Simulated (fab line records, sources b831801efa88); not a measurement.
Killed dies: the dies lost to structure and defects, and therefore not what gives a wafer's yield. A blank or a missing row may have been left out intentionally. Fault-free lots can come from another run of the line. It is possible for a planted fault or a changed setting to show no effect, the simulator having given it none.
Which tool did it? || flow sky130 || Sampling: 24 lots, 72 wafers, 6 of 708 route steps

WHAT THE GAUGES READ, wafer by wafer
SKY_VIA1_BOW_MEAS_03.
{"lot": "L074", "measured": "day 32 23:13", "on": "film metro-02", "VIA1_BOW (um)": "91 79 76"}
{"lot": "L075", "measured": "day 33 09:26", "on": "film metro-03", "VIA1_BOW (um)": "88 82 73"}
{"lot": "L076", "measured": "day 33 13:14", "on": "film metro-04", "VIA1_BOW (um)": "85 84 86"}
{"lot": "L077", "measured": "day 34 05:28", "on": "film metro-02", "VIA1_BOW (um)": "84 76 80"}
{"lot": "L079", "measured": "day 35 01:59", "on": "film metro-02", "VIA1_BOW (um)": "85 74 67"}
{"lot": "L078", "measured": "day 35 02:55", "on": "film metro-02", "VIA1_BOW (um)": "66 74 76"}
{"lot": "L080", "measured": "day 35 08:46", "on": "film metro-02", "VIA1_BOW (um)": "85 65 78"}
{"lot": "L081", "measured": "day 35 10:04", "on": "film metro-02", "VIA1_BOW (um)": "80 75 77"}
{"lot": "L082", "measured": "day 35 13:09", "on": "film metro-04", "VIA1_BOW (um)": "70 82 76"}
{"lot": "L083", "measured": "day 36 00:09", "on": "film metro-02", "VIA1_BOW (um)": "92 95 80"}
{"lot": "L084", "measured": "day 36 10:29", "on": "film metro-03", "VIA1_BOW (um)": "86 77 76"}
{"lot": "L085", "measured": "day 36 15:02", "on": "film metro-02", "VIA1_BOW (um)": "72 86 73"}
{"lot": "L087", "measured": "day 36 23:09", "on": "film metro-03", "VIA1_BOW (um)": "77 86 80"}
{"lot": "L086", "measured": "day 36 23:04", "on": "film metro-04", "VIA1_BOW (um)": "84 86 76"}
{"lot": "L088", "measured": "day 37 10:50", "on": "film metro-03", "VIA1_BOW (um)": "92 81 80"}
{"lot": "L089", "measured": "day 37 11:48", "on": "film metro-03", "VIA1_BOW (um)": "82 79 88"}
{"lot": "L090", "measured": "day 38 02:49", "on": "film metro-04", "VIA1_BOW (um)": "72 81 64"}
{"lot": "L091", "measured": "day 38 08:23", "on": "film metro-04", "VIA1_BOW (um)": "100 82 74"}
{"lot": "L092", "measured": "day 38 14:53", "on": "film metro-03", "VIA1_BOW (um)": "73 81 68"}
{"lot": "L093", "measured": "day 38 22:46", "on": "film metro-04", "VIA1_BOW (um)": "72 88 77"}
{"lot": "L095", "measured": "day 39 10:10", "on": "film metro-04", "VIA1_BOW (um)": "78 71 82"}
{"lot": "L094", "measured": "day 39 11:41", "on": "film metro-03", "VIA1_BOW (um)": "82 84 76"}
{"lot": "L096", "measured": "day 39 22:08", "on": "film metro-04", "VIA1_BOW (um)": "67 74 76"}
{"lot": "L097", "measured": "day 40 02:58", "on": "film metro-04", "VIA1_BOW (um)": "79 88 81"}

SKY_VIA3_CD_MEAS_12: target cd 200 nm.
{"lot": "L074", "measured": "day 39 17:58", "on": "cd sem-02", "cd nm (nm)": "197.8 199.1 198.9"}
{"lot": "L075", "measured": "day 40 03:20", "on": "cd sem-01", "cd nm (nm)": "198.2 199.7 200.8"}
{"lot": "L076", "measured": "day 40 07:18", "on": "cd sem-02", "cd nm (nm)": "198.5 198.3 199.9"}
{"lot": "L077", "measured": "day 40 22:40", "on": "cd sem-01", "cd nm (nm)": "200.7 202.6 199.3"}
{"lot": "L079", "measured": "day 41 17:31", "on": "cd sem-01", "cd nm (nm)": "199.8 201.1 200.2"}
{"lot": "L078", "measured": "day 41 20:11", "on": "cd sem-01", "cd nm (nm)": "200.9 200.7 201.1"}
{"lot": "L080", "measured": "day 41 22:34", "on": "cd sem-02", "cd nm (nm)": "199.7 200.0 199.4"}
{"lot": "L081", "measured": "day 41 23:48", "on": "cd sem-01", "cd nm (nm)": "199.6 199.8 198.9"}
{"lot": "L082", "measured": "day 42 01:51", "on": "cd sem-02", "cd nm (nm)": "199.4 199.3 200.9"}
{"lot": "L083", "measured": "day 42 13:00", "on": "cd sem-02", "cd nm (nm)": "200.6 198.6 200.6"}
{"lot": "L084", "measured": "day 42 22:45", "on": "cd sem-01", "cd nm (nm)": "203.5 202.8 203.0"}
{"lot": "L085", "measured": "day 43 02:09", "on": "cd sem-02", "cd nm (nm)": "200.8 200.9 199.9"}
{"lot": "L087", "measured": "day 43 10:34", "on": "cd sem-01", "cd nm (nm)": "201.1 199.7 201.4"}
{"lot": "L086", "measured": "day 43 08:59", "on": "cd sem-01", "cd nm (nm)": "199.5 199.0 198.9"}
{"lot": "L088", "measured": "day 43 19:01", "on": "cd sem-02", "cd nm (nm)": "198.4 198.8 197.9"}
{"lot": "L089", "measured": "day 43 20:38", "on": "cd sem-01", "cd nm (nm)": "199.8 200.3 199.2"}
{"lot": "L090", "measured": "day 44 10:35", "on": "cd sem-01", "cd nm (nm)": "200.3 200.0 200.4"}
{"lot": "L091", "measured": "day 44 16:17", "on": "cd sem-02", "cd nm (nm)": "197.8 198.0 200.2"}
{"lot": "L092", "measured": "day 44 20:48", "on": "cd sem-01", "cd nm (nm)": "200.2 200.8 201.1"}
{"lot": "L093", "measured": "day 45 03:27", "on": "cd sem-01", "cd nm (nm)": "202.1 200.7 201.3"}
{"lot": "L095", "measured": "day 45 15:11", "on": "cd sem-01", "cd nm (nm)": "201.3 201.1 201.2"}
{"lot": "L094", "measured": "day 45 18:32", "on": "cd sem-02", "cd nm (nm)": "198.9 200.4 198.4"}
{"lot": "L096", "measured": "day 45 22:52", "on": "cd sem-02", "cd nm (nm)": "199.3 200.1 197.8"}
{"lot": "L097", "measured": "day 46 03:44", "on": "cd sem-01", "cd nm (nm)": "198.7 200.8 201.4"}

SKY_CAP2M_RS_MEAS_03: measurement is done with a four-point probe.
{"lot": "L074", "measured": "day 39 19:52", "on": "film metro-03", "CAP2M_TIN_RS (ohm/sq)": "6.97 6.78 6.91"}
{"lot": "L075", "measured": "day 40 05:14", "on": "film metro-04", "CAP2M_TIN_RS (ohm/sq)": "6.95 6.86 6.92"}
{"lot": "L076", "measured": "day 40 09:13", "on": "film metro-03", "CAP2M_TIN_RS (ohm/sq)": "7.00 7.11 7.00"}
{"lot": "L077", "measured": "day 41 00:31", "on": "film metro-01", "CAP2M_TIN_RS (ohm/sq)": "6.83 6.89 6.88"}
{"lot": "L079", "measured": "day 41 19:22", "on": "film metro-03", "CAP2M_TIN_RS (ohm/sq)": "6.84 6.84 6.79"}
{"lot": "L078", "measured": "day 41 22:14", "on": "film metro-01", "CAP2M_TIN_RS (ohm/sq)": "6.85 6.84 6.86"}
{"lot": "L080", "measured": "day 42 00:30", "on": "film metro-04", "CAP2M_TIN_RS (ohm/sq)": "6.75 6.68 6.72"}
{"lot": "L081", "measured": "day 42 01:44", "on": "film metro-04", "CAP2M_TIN_RS (ohm/sq)": "6.76 6.86 6.84"}
{"lot": "L082", "measured": "day 42 03:44", "on": "film metro-01", "CAP2M_TIN_RS (ohm/sq)": "6.92 6.80 6.93"}
{"lot": "L083", "measured": "day 42 14:52", "on": "film metro-01", "CAP2M_TIN_RS (ohm/sq)": "6.96 6.93 7.06"}
{"lot": "L084", "measured": "day 43 00:37", "on": "film metro-04", "CAP2M_TIN_RS (ohm/sq)": "6.98 6.93 6.89"}
{"lot": "L085", "measured": "day 43 04:03", "on": "film metro-04", "CAP2M_TIN_RS (ohm/sq)": "6.85 6.88 6.87"}
{"lot": "L087", "measured": "day 43 12:32", "on": "film metro-03", "CAP2M_TIN_RS (ohm/sq)": "6.93 6.82 6.89"}
{"lot": "L086", "measured": "day 43 10:59", "on": "film metro-04", "CAP2M_TIN_RS (ohm/sq)": "6.89 6.84 6.85"}
{"lot": "L088", "measured": "day 43 21:19", "on": "film metro-04", "CAP2M_TIN_RS (ohm/sq)": "6.93 6.82 6.90"}
{"lot": "L089", "measured": "day 43 22:35", "on": "film metro-01", "CAP2M_TIN_RS (ohm/sq)": "6.97 6.97 6.92"}
{"lot": "L090", "measured": "day 44 12:32", "on": "film metro-03", "CAP2M_TIN_RS (ohm/sq)": "6.91 6.90 6.90"}
{"lot": "L091", "measured": "day 44 18:14", "on": "film metro-03", "CAP2M_TIN_RS (ohm/sq)": "7.01 6.88 7.08"}
{"lot": "L092", "measured": "day 44 22:44", "on": "film metro-03", "CAP2M_TIN_RS (ohm/sq)": "6.93 6.96 6.86"}
{"lot": "L093", "measured": "day 45 05:23", "on": "film metro-04", "CAP2M_TIN_RS (ohm/sq)": "6.87 6.92 6.96"}
{"lot": "L095", "measured": "day 45 17:02", "on": "film metro-03", "CAP2M_TIN_RS (ohm/sq)": "6.82 6.97 6.90"}
{"lot": "L094", "measured": "day 45 20:31", "on": "film metro-03", "CAP2M_TIN_RS (ohm/sq)": "6.81 6.92 6.92"}
{"lot": "L096", "measured": "day 46 00:48", "on": "film metro-03", "CAP2M_TIN_RS (ohm/sq)": "7.04 6.93 7.00"}
{"lot": "L097", "measured": "day 46 05:47", "on": "film metro-04", "CAP2M_TIN_RS (ohm/sq)": "6.78 6.88 6.89"}

TOOL THAT RAN EACH LOT (tool first, then ch and the chambers of the sampled wafers, then the start)
{"lot": "L074", "SKY_RES_XHIGH_STRIP_08": "plasma asher-01 ch 0, day 26 20:13", "SKY_VIA1_SPUTTER_20": "pvd sputter-03, day 34 02:46", "SKY_CAPM_STRIP_14": "plasma asher-02 ch 0, day 37 13:31"}
{"lot": "L075", "SKY_RES_XHIGH_STRIP_08": "plasma asher-03 ch 0,1, day 27 06:57", "SKY_VIA1_SPUTTER_20": "pvd sputter-04, day 34 13:29", "SKY_CAPM_STRIP_14": "plasma asher-01 ch 0,1, day 37 22:43"}
{"lot": "L076", "SKY_RES_XHIGH_STRIP_08": "plasma asher-04 ch 0,1, day 27 13:38", "SKY_VIA1_SPUTTER_20": "pvd sputter-01, day 34 16:41", "SKY_CAPM_STRIP_14": "plasma asher-03 ch 0,1, day 38 01:58"}
{"lot": "L077", "SKY_RES_XHIGH_STRIP_08": "plasma asher-04 ch 1, day 28 05:51", "SKY_VIA1_SPUTTER_20": "pvd sputter-01, day 35 09:34", "SKY_CAPM_STRIP_14": "plasma asher-01 ch 0,1, day 38 19:54"}
{"lot": "L079", "SKY_RES_XHIGH_STRIP_08": "plasma asher-01 ch 0,1, day 29 00:30", "SKY_VIA1_SPUTTER_20": "pvd sputter-04, day 36 05:38", "SKY_CAPM_STRIP_14": "plasma asher-02 ch 0,1, day 39 13:45"}
{"lot": "L078", "SKY_RES_XHIGH_STRIP_08": "plasma asher-04 ch 0,1, day 29 00:50", "SKY_VIA1_SPUTTER_20": "pvd sputter-01, day 36 06:55", "SKY_CAPM_STRIP_14": "plasma asher-01 ch 0,1, day 39 16:34"}
{"lot": "L080", "SKY_RES_XHIGH_STRIP_08": "plasma asher-04 ch 0, day 29 07:45", "SKY_VIA1_SPUTTER_20": "pvd sputter-03, day 36 12:14", "SKY_CAPM_STRIP_14": "plasma asher-02 ch 0,1, day 39 19:58"}
{"lot": "L081", "SKY_RES_XHIGH_STRIP_08": "plasma asher-01 ch 0, day 29 10:42", "SKY_VIA1_SPUTTER_20": "pvd sputter-01, day 36 13:49", "SKY_CAPM_STRIP_14": "plasma asher-01 ch 1, day 39 21:43"}
{"lot": "L082", "SKY_RES_XHIGH_STRIP_08": "plasma asher-01 ch 0,1, day 29 14:25", "SKY_VIA1_SPUTTER_20": "pvd sputter-03, day 36 16:11", "SKY_CAPM_STRIP_14": "plasma asher-03 ch 0,1, day 39 23:01"}
{"lot": "L083", "SKY_RES_XHIGH_STRIP_08": "plasma asher-04 ch 0,1, day 30 01:58", "SKY_VIA1_SPUTTER_20": "pvd sputter-04, day 37 02:29", "SKY_CAPM_STRIP_14": "plasma asher-01 ch 0,1, day 40 11:03"}
{"lot": "L084", "SKY_RES_XHIGH_STRIP_08": "plasma asher-04 ch 0,1, day 30 12:43", "SKY_VIA1_SPUTTER_20": "pvd sputter-04, day 37 12:23", "SKY_CAPM_STRIP_14": "plasma asher-03 ch 0,1, day 40 19:39"}
{"lot": "L085", "SKY_RES_XHIGH_STRIP_08": "plasma asher-01 ch 0,1, day 30 16:26", "SKY_VIA1_SPUTTER_20": "pvd sputter-01, day 37 17:25", "SKY_CAPM_STRIP_14": "plasma asher-03 ch 0,1, day 41 00:55"}
{"lot": "L087", "SKY_RES_XHIGH_STRIP_08": "plasma asher-01 ch 0,1, day 31 01:53", "SKY_VIA1_SPUTTER_20": "pvd sputter-01, day 38 01:56", "SKY_CAPM_STRIP_14": "plasma asher-03 ch 0,1, day 41 09:12"}
{"lot": "L086", "SKY_RES_XHIGH_STRIP_08": "plasma asher-01 ch 0,1, day 31 02:59", "SKY_VIA1_SPUTTER_20": "pvd sputter-04, day 38 01:33", "SKY_CAPM_STRIP_14": "plasma asher-03 ch 0,1, day 41 08:30"}
{"lot": "L088", "SKY_RES_XHIGH_STRIP_08": "plasma asher-01 ch 0,1, day 31 13:57", "SKY_VIA1_SPUTTER_20": "pvd sputter-01, day 38 13:30", "SKY_CAPM_STRIP_14": "plasma asher-02 ch 0,1, day 41 19:38"}
{"lot": "L089", "SKY_RES_XHIGH_STRIP_08": "plasma asher-03 ch 0,1, day 31 17:34", "SKY_VIA1_SPUTTER_20": "pvd sputter-03, day 38 15:07", "SKY_CAPM_STRIP_14": "plasma asher-02 ch 0,1, day 41 20:34"}
{"lot": "L090", "SKY_RES_XHIGH_STRIP_08": "plasma asher-01 ch 0,1, day 32 06:31", "SKY_VIA1_SPUTTER_20": "pvd sputter-04, day 39 05:23", "SKY_CAPM_STRIP_14": "plasma asher-02 ch 0,1, day 42 10:54"}
{"lot": "L091", "SKY_RES_XHIGH_STRIP_08": "plasma asher-01 ch 0,1, day 32 15:02", "SKY_VIA1_SPUTTER_20": "pvd sputter-01, day 39 10:35", "SKY_CAPM_STRIP_14": "plasma asher-02 ch 0,1, day 42 16:11"}
{"lot": "L092", "SKY_RES_XHIGH_STRIP_08": "plasma asher-01 ch 0,1, day 32 20:37", "SKY_VIA1_SPUTTER_20": "pvd sputter-01, day 39 17:13", "SKY_CAPM_STRIP_14": "plasma asher-02 ch 0,1, day 42 21:40"}
{"lot": "L093", "SKY_RES_XHIGH_STRIP_08": "plasma asher-03 ch 0,1, day 33 03:44", "SKY_VIA1_SPUTTER_20": "pvd sputter-03, day 40 00:40", "SKY_CAPM_STRIP_14": "plasma asher-03 ch 0,1, day 43 04:40"}
{"lot": "L095", "SKY_RES_XHIGH_STRIP_08": "plasma asher-03 ch 0,1, day 33 16:16", "SKY_VIA1_SPUTTER_20": "pvd sputter-01, day 40 11:54", "SKY_CAPM_STRIP_14": "plasma asher-02 ch 0,1, day 43 16:40"}
{"lot": "L094", "SKY_RES_XHIGH_STRIP_08": "plasma asher-01 ch 0,1, day 33 19:00", "SKY_VIA1_SPUTTER_20": "pvd sputter-01, day 40 13:32", "SKY_CAPM_STRIP_14": "plasma asher-01 ch 0,1, day 43 20:16"}
{"lot": "L096", "SKY_RES_XHIGH_STRIP_08": "plasma asher-03 ch 0,1, day 34 04:14", "SKY_VIA1_SPUTTER_20": "pvd sputter-01, day 40 22:59", "SKY_CAPM_STRIP_14": "plasma asher-03 ch 0,1, day 44 01:34"}
{"lot": "L097", "SKY_RES_XHIGH_STRIP_08": "plasma asher-04 ch 0,1, day 34 09:52", "SKY_VIA1_SPUTTER_20": "pvd sputter-01, day 41 04:16", "SKY_CAPM_STRIP_14": "plasma asher-03 ch 0,1, day 44 06:07"}
- SKY_RES_XHIGH_STRIP_08: strips in O2/N2.
- SKY_VIA1_SPUTTER_20: material TiN, target thk 20 nm, time 80 s.
- SKY_CAPM_STRIP_14: strips in O2/N2.

WHAT THE TOOLS THEMSELVES READ (means of the sampled wafers that have a number; where no wafer has one, the mark that the record gives instead)
SKY_RES_XHIGH_STRIP_08.
{"lot": "L074", "tool": "plasma asher-01", "drypump motor current A (A)": 5.5, "oes product au (a.u.)": 0.709, "strip time to endpoint s (s)": 14.32}
{"lot": "L075", "tool": "plasma asher-03", "drypump motor current A (A)": 6.4, "oes product au (a.u.)": 0.712, "strip time to endpoint s (s)": 14.27}
{"lot": "L076", "tool": "plasma asher-04", "drypump motor current A (A)": 6.0, "oes product au (a.u.)": 0.710, "strip time to endpoint s (s)": 14.27}
{"lot": "L077", "tool": "plasma asher-04", "drypump motor current A (A)": 6.4, "oes product au (a.u.)": 0.709, "strip time to endpoint s (s)": 14.28}
{"lot": "L079", "tool": "plasma asher-01", "drypump motor current A (A)": 5.3, "oes product au (a.u.)": 0.712, "strip time to endpoint s (s)": 14.30}
{"lot": "L078", "tool": "plasma asher-04", "drypump motor current A (A)": 5.6, "oes product au (a.u.)": 0.711, "strip time to endpoint s (s)": 14.30}
{"lot": "L080", "tool": "plasma asher-04", "drypump motor current A (A)": 5.2, "oes product au (a.u.)": 0.718, "strip time to endpoint s (s)": 14.24}
{"lot": "L081", "tool": "plasma asher-01", "drypump motor current A (A)": 5.5, "oes product au (a.u.)": 0.709, "strip time to endpoint s (s)": 14.35}
{"lot": "L082", "tool": "plasma asher-01", "drypump motor current A (A)": 5.3, "oes product au (a.u.)": 0.712, "strip time to endpoint s (s)": 14.37}
{"lot": "L083", "tool": "plasma asher-04", "drypump motor current A (A)": 6.0, "oes product au (a.u.)": 0.711, "strip time to endpoint s (s)": 14.27}
{"lot": "L084", "tool": "plasma asher-04", "drypump motor current A (A)": 6.0, "oes product au (a.u.)": 0.709, "strip time to endpoint s (s)": 14.31}
{"lot": "L085", "tool": "plasma asher-01", "drypump motor current A (A)": 5.3, "oes product au (a.u.)": 0.710, "strip time to endpoint s (s)": 14.25}
{"lot": "L087", "tool": "plasma asher-01", "drypump motor current A (A)": 5.2, "oes product au (a.u.)": 0.708, "strip time to endpoint s (s)": 14.32}
{"lot": "L086", "tool": "plasma asher-01", "drypump motor current A (A)": 5.3, "oes product au (a.u.)": 0.708, "strip time to endpoint s (s)": 14.32}
{"lot": "L088", "tool": "plasma asher-01", "drypump motor current A (A)": 5.3, "oes product au (a.u.)": 0.714, "strip time to endpoint s (s)": 14.27}
{"lot": "L089", "tool": "plasma asher-03", "drypump motor current A (A)": 6.2, "oes product au (a.u.)": 0.708, "strip time to endpoint s (s)": 14.34}
{"lot": "L090", "tool": "plasma asher-01", "drypump motor current A (A)": 5.4, "oes product au (a.u.)": 0.711, "strip time to endpoint s (s)": 14.30}
{"lot": "L091", "tool": "plasma asher-01", "drypump motor current A (A)": 5.4, "oes product au (a.u.)": 0.713, "strip time to endpoint s (s)": 14.30}
{"lot": "L092", "tool": "plasma asher-01", "drypump motor current A (A)": 5.4, "oes product au (a.u.)": 0.710, "strip time to endpoint s (s)": 14.29}
{"lot": "L093", "tool": "plasma asher-03", "drypump motor current A (A)": 6.2, "oes product au (a.u.)": 0.711, "strip time to endpoint s (s)": 14.27}
{"lot": "L095", "tool": "plasma asher-03", "drypump motor current A (A)": 6.4, "oes product au (a.u.)": 0.706, "strip time to endpoint s (s)": 14.29}
{"lot": "L094", "tool": "plasma asher-01", "drypump motor current A (A)": 5.3, "oes product au (a.u.)": 0.715, "strip time to endpoint s (s)": 14.26}
{"lot": "L096", "tool": "plasma asher-03", "drypump motor current A (A)": 6.4, "oes product au (a.u.)": 0.712, "strip time to endpoint s (s)": 14.31}
{"lot": "L097", "tool": "plasma asher-04", "drypump motor current A (A)": 5.6, "oes product au (a.u.)": 0.707, "strip time to endpoint s (s)": 14.29}

SKY_VIA1_SPUTTER_20.
{"lot": "L074", "tool": "pvd sputter-03", "throttle valve pct (%)": 29.2}
{"lot": "L075", "tool": "pvd sputter-04", "throttle valve pct (%)": 30.2}
{"lot": "L076", "tool": "pvd sputter-01", "throttle valve pct (%)": 30.5}
{"lot": "L077", "tool": "pvd sputter-01", "throttle valve pct (%)": 30.5}
{"lot": "L079", "tool": "pvd sputter-04", "throttle valve pct (%)": 29.4}
{"lot": "L078", "tool": "pvd sputter-01", "throttle valve pct (%)": 31.0}
{"lot": "L080", "tool": "pvd sputter-03", "throttle valve pct (%)": 29.1}
{"lot": "L081", "tool": "pvd sputter-01", "throttle valve pct (%)": 30.9}
{"lot": "L082", "tool": "pvd sputter-03", "throttle valve pct (%)": 30.1}
{"lot": "L083", "tool": "pvd sputter-04", "throttle valve pct (%)": 30.0}
{"lot": "L084", "tool": "pvd sputter-04", "throttle valve pct (%)": 30.2}
{"lot": "L085", "tool": "pvd sputter-01", "throttle valve pct (%)": 31.5}
{"lot": "L087", "tool": "pvd sputter-01", "throttle valve pct (%)": 31.0}
{"lot": "L086", "tool": "pvd sputter-04", "throttle valve pct (%)": 30.2}
{"lot": "L088", "tool": "pvd sputter-01", "throttle valve pct (%)": 31.6}
{"lot": "L089", "tool": "pvd sputter-03", "throttle valve pct (%)": 29.8}
{"lot": "L090", "tool": "pvd sputter-04", "throttle valve pct (%)": 29.8}
{"lot": "L091", "tool": "pvd sputter-01", "throttle valve pct (%)": 30.6}
{"lot": "L092", "tool": "pvd sputter-01", "throttle valve pct (%)": 31.2}
{"lot": "L093", "tool": "pvd sputter-03", "throttle valve pct (%)": 29.6}
{"lot": "L095", "tool": "pvd sputter-01", "throttle valve pct (%)": 31.3}
{"lot": "L094", "tool": "pvd sputter-01", "throttle valve pct (%)": 31.0}
{"lot": "L096", "tool": "pvd sputter-01", "throttle valve pct (%)": 31.0}
{"lot": "L097", "tool": "pvd sputter-01", "throttle valve pct (%)": 31.9}

SKY_CAPM_STRIP_14.
{"lot": "L074", "tool": "plasma asher-02", "drypump motor current A (A)": 5.9, "oes product au (a.u.)": 0.707, "strip time to endpoint s (s)": 12.67}
{"lot": "L075", "tool": "plasma asher-01", "drypump motor current A (A)": 5.4, "oes product au (a.u.)": 0.706, "strip time to endpoint s (s)": 12.63}
{"lot": "L076", "tool": "plasma asher-03", "drypump motor current A (A)": 6.2, "oes product au (a.u.)": 0.705, "strip time to endpoint s (s)": 12.63}
{"lot": "L077", "tool": "plasma asher-01", "drypump motor current A (A)": 5.4, "oes product au (a.u.)": 0.709, "strip time to endpoint s (s)": 12.62}
{"lot": "L079", "tool": "plasma asher-02", "drypump motor current A (A)": 5.9, "oes product au (a.u.)": 0.706, "strip time to endpoint s (s)": 12.55}
{"lot": "L078", "tool": "plasma asher-01", "drypump motor current A (A)": 5.4, "oes product au (a.u.)": 0.710, "strip time to endpoint s (s)": 12.62}
{"lot": "L080", "tool": "plasma asher-02", "drypump motor current A (A)": 5.9, "oes product au (a.u.)": 0.705, "strip time to endpoint s (s)": 12.67}
{"lot": "L081", "tool": "plasma asher-01", "drypump motor current A (A)": 5.2, "oes product au (a.u.)": 0.710, "strip time to endpoint s (s)": 12.65}
{"lot": "L082", "tool": "plasma asher-03", "drypump motor current A (A)": 6.2, "oes product au (a.u.)": 0.710, "strip time to endpoint s (s)": 12.62}
{"lot": "L083", "tool": "plasma asher-01", "drypump motor current A (A)": 5.3, "oes product au (a.u.)": 0.713, "strip time to endpoint s (s)": 12.63}
{"lot": "L084", "tool": "plasma asher-03", "drypump motor current A (A)": 6.4, "oes product au (a.u.)": 0.712, "strip time to endpoint s (s)": 12.63}
{"lot": "L085", "tool": "plasma asher-03", "drypump motor current A (A)": 6.2, "oes product au (a.u.)": 0.705, "strip time to endpoint s (s)": 12.64}
{"lot": "L087", "tool": "plasma asher-03", "drypump motor current A (A)": 6.2, "oes product au (a.u.)": 0.710, "strip time to endpoint s (s)": 12.67}
{"lot": "L086", "tool": "plasma asher-03", "drypump motor current A (A)": 6.3, "oes product au (a.u.)": 0.706, "strip time to endpoint s (s)": 12.67}
{"lot": "L088", "tool": "plasma asher-02", "drypump motor current A (A)": 5.9, "oes product au (a.u.)": 0.710, "strip time to endpoint s (s)": 12.63}
{"lot": "L089", "tool": "plasma asher-02", "drypump motor current A (A)": 5.9, "oes product au (a.u.)": 0.707, "strip time to endpoint s (s)": 12.63}
{"lot": "L090", "tool": "plasma asher-02", "drypump motor current A (A)": 5.9, "oes product au (a.u.)": 0.710, "strip time to endpoint s (s)": 12.65}
{"lot": "L091", "tool": "plasma asher-02", "drypump motor current A (A)": 5.9, "oes product au (a.u.)": 0.711, "strip time to endpoint s (s)": 12.65}
{"lot": "L092", "tool": "plasma asher-02", "drypump motor current A (A)": 5.9, "oes product au (a.u.)": 0.713, "strip time to endpoint s (s)": 12.69}
{"lot": "L093", "tool": "plasma asher-03", "drypump motor current A (A)": 6.2, "oes product au (a.u.)": 0.711, "strip time to endpoint s (s)": 12.61}
{"lot": "L095", "tool": "plasma asher-02", "drypump motor current A (A)": 5.9, "oes product au (a.u.)": 0.709, "strip time to endpoint s (s)": 12.61}
{"lot": "L094", "tool": "plasma asher-01", "drypump motor current A (A)": 5.3, "oes product au (a.u.)": 0.710, "strip time to endpoint s (s)": 12.74}
{"lot": "L096", "tool": "plasma asher-03", "drypump motor current A (A)": 6.4, "oes product au (a.u.)": 0.707, "strip time to endpoint s (s)": 12.76}
{"lot": "L097", "tool": "plasma asher-03", "drypump motor current A (A)": 6.2, "oes product au (a.u.)": 0.709, "strip time to endpoint s (s)": 12.60}

THE ANSWER, worked out from the rows above alone
Rule: the lots themselves supply what counts as usual. The widest of any qualifying gaps counts: lots, ordered by their means at a reading, are off when they make up no more than a third of the lots, leave a main group of 4 or more, and stand apart from it by 3 or more times the standard deviation of that group's means. Not used: any main group whose means are identical at the precision the tables above print for the reading. Also off: a lot with no number at a reading for which 4 or more lots have one. Any other lot the step has rows for is counted as sound. After the gauges, taken in route order, come the tools' own readings; for these a lot's mean is taken, as printed above. At the first step where some lot is off, the reading lying furthest off is the one used; lots without a number count as furthest.
None of the lots is off at any reading shown; this tells nothing.

WHAT WAS PUT IN BY THE SIMULATOR
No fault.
